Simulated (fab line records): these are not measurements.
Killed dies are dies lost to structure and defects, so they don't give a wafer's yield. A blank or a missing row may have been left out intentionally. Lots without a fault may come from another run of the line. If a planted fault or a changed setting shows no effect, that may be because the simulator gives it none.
Problem report, 8D (eight disciplines) form, completed by code	flow sky130	the parts of the form that need people (team, actions taken, sign-off) are left out

== 1. THE ISSUE ==
Wafers free of any fault read 2.61 nm (standard deviation 0.057) for SONOS_ONO_OXIDATION_THK at SKY_SONOS_ONO_THK_MEAS_01, against a mean of 1.98 nm on 6 wafers of 2 lots. That is -11 standard deviations from the usual mean.
First seen on wafer L479.2, day 14 09:22, on filmMetro-01. The record has a number at this step for 33 wafers belonging to 11 lots. Rule for "out" (also "out of limits"): further than 4 standard deviations from the usual mean. Any other wafer with a number is counted as sound.

== 2. WHAT IT IS, WHAT IT ISN'T ==
question	is	is not
which readings at this step	SONOS_ONO_OXIDATION_THK	-
which lots	L479, L481	L473, L474, L475, L486, L488, L489, L490, L491, L493
which wafers of those lots	all that have a number	-
read on which gauges	filmMetro-01, filmMetro-04	filmMetro-03
when	from day 14 09:22	up to then (9 sound wafers); but 18 sound wafers of L486, L488, L489, L490, L491, L493 came after

== 3. SUSPECTS, AND WHAT RULES EACH OUT ==
Counting: a tool at any process step up to the reading remains a suspect when it ran all the lots that are out and ran no sound lot after the first of those.
- ruled out: the gauge at SKY_SONOS_ONO_THK_MEAS_01. Those wafers that are out were read across 2 gauges (filmMetro-01, filmMetro-04).
- furnace-02 at SKY_SONOS_ONO_OXIDATION_00 (stabilise 600 s, purge 300 s, target thk 2.6 nm): ruled out as a lasting fault. Sound lots L490, L491 ran on it after its first lot that is out, L479 (day 14 08:00).
Left after counting: nothing in the record.

== 4. THE CAUSE (what the simulator had put in) ==
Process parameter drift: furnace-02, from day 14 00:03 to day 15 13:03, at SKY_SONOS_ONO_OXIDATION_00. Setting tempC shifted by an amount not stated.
It was ruled out by counting, in error; the rule expects a fault to strike all lots run on its tool from its start on, and this fault did not.

== 5. THE CHAIN OF EFFECTS, in route order ==
Each row: a reading whose mean over the struck wafers that have a number lies more than 3 standard deviations from the usual. Scope: only readings with a usual standard deviation given in the record; hours: median across lots of the time from each lot's start at the first step in this table that gives one to its start at this step; sigmas: change in usual standard deviations.
hours	step	reading	usual	on struck wafers	change	sigmas
0	SKY_SONOS_ONO_OXIDATION_00	spikeTcBottomC	815 C	793	-22	-5.7
0	SKY_SONOS_ONO_OXIDATION_00	spikeTcCentreC	800.0 C	783.2	-16.8	-13
0	SKY_SONOS_ONO_OXIDATION_00	spikeTcLowerC	801.3 C	782.1	-19.2	-14
0	SKY_SONOS_ONO_OXIDATION_00	spikeTcTopC	810 C	788	-22	-5.7
0	SKY_SONOS_ONO_OXIDATION_00	spikeTcUpperC	799.3 C	782.9	-16.4	-11
0	SKY_SONOS_ONO_OXIDATION_00	tubeCenterTempC	800 C	782	-18	-99 or more
0	SKY_SONOS_ONO_OXIDATION_00	tube_center_temp_C_max	802.1	783.8	-18.3	-57
1	SKY_SONOS_ONO_THK_MEAS_01	SONOS_ONO_OXIDATION_THK	2.61 nm	1.98	-0.63	-11
The process steps in it:
- SKY_SONOS_ONO_OXIDATION_00: stabilise 600 s, purge 300 s, target thk 2.6 nm.

== 6. HOW IT WOULD HAVE BEEN CAUGHT EARLIER ==
9 hours passed between the start of the fault at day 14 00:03 and the first reading out of limits at a measuring or inspecting step in this record, taken at day 14 09:22.
At SKY_SONOS_ONO_OXIDATION_00, the tool's own readings (spikeTcBottomC, spikeTcCentreC, spikeTcLowerC, spikeTcTopC, spikeTcUpperC, tubeCenterTempC, tube_center_temp_C_max) were out on each struck wafer the step has a row for, so an alarm limit on them would have fired on the first such wafer.
